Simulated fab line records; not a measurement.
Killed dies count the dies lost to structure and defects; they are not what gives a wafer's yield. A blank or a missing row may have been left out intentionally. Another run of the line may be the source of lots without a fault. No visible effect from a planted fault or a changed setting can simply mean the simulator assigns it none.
Struck lot and sound lot, side by side    flow gf180mcu    27 out of 602 route steps
Sound: the wafers L305.1, L305.3, L305.5. Struck: wafers L317.3, L317.5, L317.6. At the end, the cause is stated.
At each step with rows: each side's tool, then ch and its chambers, then its first start. Under that, the readings that differ: sound wafers    struck wafers    difference of the means    sigmas: that difference in standard deviations of wafers without a fault.
alike: same words and numbers on both sides, and readings whose means sit less than 2 such deviations apart. not compared: any withheld reading, any reading some wafer has no value for, any bound like >300 that may hide the same value, and any number with overlapping values for which the record gives no deviation.
Wherever a step has rows on one side only, a row that says differs or no value, or a row with sigmas, the two part there. When numbers do not overlap yet have no deviation, they are printed without sigmas and do not part them. A reading missing from all wafers of one side parts the sides only when that side holds two or more wafers.

first, 8 steps without rows for these wafers: GF_M1_PEB_12 (peb time 90 s); GF_M1_DEVELOP_13 (develop time 60 s); GF_M1_METAL_ETCH_16 (etches the open film in Cl2/BCl3, stops on SiO2, target depth 750.8 nm, time 125.1 s); GF_M1_STRIP_17 (strips in O2/N2); GF_M1_STRIP_18 (strips in post etch residue remover, time 1200 s); GF_M1_CLEAN_19 (cleans in DIW); GF_V1_CVD_00 (deposits SiO2, target thk 600 nm, time 100 s); GF_V1_CVD_02 (deposits SiO2 from TEOS, target thk 850 nm, time 92.91 s).
GF_V1_CMP_04: polishes SiO2.
  sound on cmp-02 ch 0,2,3, day 17 16:37; struck on cmp-02 ch 1,2, day 22 01:55
  no value came back on the struck wafers for any of 5 readings (edge zone pressure frac, head pressure psi (psi) and others); on the sound wafers edge zone pressure frac reads 1.001 1.006 0.995
reading                              sound              struck             difference  sigmas
model.SiO2_of_V1_CVD_02.thk nm (nm)  632.7 632.9 632.4  826.7 845.9 846.1  +206.9      
then, 9 steps without rows for these wafers: GF_V1_DEHYDRATE_06 (time 60 s); GF_V1_HMDS_07 (prime time 60 s); GF_V1_COAT_08; GF_V1_COAT_09 (resist thk 1000 nm); GF_V1_SOFTBAKE_10 (time 60 s); GF_V1_EXPOSE_11 (exposes mask Via1, target cd 260 nm); GF_V1_PEB_12 (peb time 90 s); GF_V1_DEVELOP_13 (develop time 60 s); GF_V1_ETCH_16 (etches BARC in N2/H2).
GF_V1_ETCH_17: etches SiO2 in C4F8/O2/Ar, stops on TiN, target depth 630 nm.
  sound on rie diel-03 ch 0,1,2; struck on rie diel-03 ch 0,1,2
reading                         sound              struck             difference  sigmas
oes product au (a.u.)           0.854 0.858 0.846  1.602 1.597 1.601  +0.747      +99 or more
model.V1.feature depth nm (nm)  632.7 632.9 632.4  810.4 798.6 810.6  +173.9      
model.etch.depth nm (nm)        632.7 632.9 632.4  810.4 798.6 810.6  +173.9      
then, 6 steps without rows for these wafers: GF_V1_STRIP_18 (strips in O2/N2); GF_V1_STRIP_19 (strips in post etch residue remover, time 1200 s); GF_V1_CLEAN_20 (cleans in DIW); GF_V1_SPUTTER_21 (material Ti, target thk 15 nm, time 80.02 s); GF_V1_SPUTTER_22 (material TiN, target thk 10 nm, time 40 s); GF_V1_CVD_23 (deposits W, target thk 350 nm, time 105.05 s).
GF_V1_CMP_26: polishes, stops on SiO2, t overpolish 15 s, target thk 0 nm.
  sound on cmp-01 ch 0,1, day 18 18:25; struck on cmp-01 ch 0,1,3, day 23 02:37
reading                              sound              struck             difference  sigmas
model.SiO2_of_V1_CVD_02.thk nm (nm)  628.9 629.1 628.6  822.9 842.1 842.3  +206.9      
  alike: edge zone pressure frac, head pressure psi, motor current A, retaining ring pressure frac
-- the record jumps here: 10 days lie between the struck wafers' starts before and after (it left off in module V1 and takes up again in module PASSIVATION, whose first step shown is number 602 of the route) --
GF_PASSIVATION_PROBE_99:
  only the struck wafers here have rows in the record (prober-01, day 32 20:13); the sound ones have none

## WHERE THEY PART
Earliest at GF_V1_CMP_04; latest, in this record, at GF_PASSIVATION_PROBE_99.

WHY: whatever the simulator had introduced
Entire step skipped (cmp-02, GF_V1_CMP_04), from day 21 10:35 onward. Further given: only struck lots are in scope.
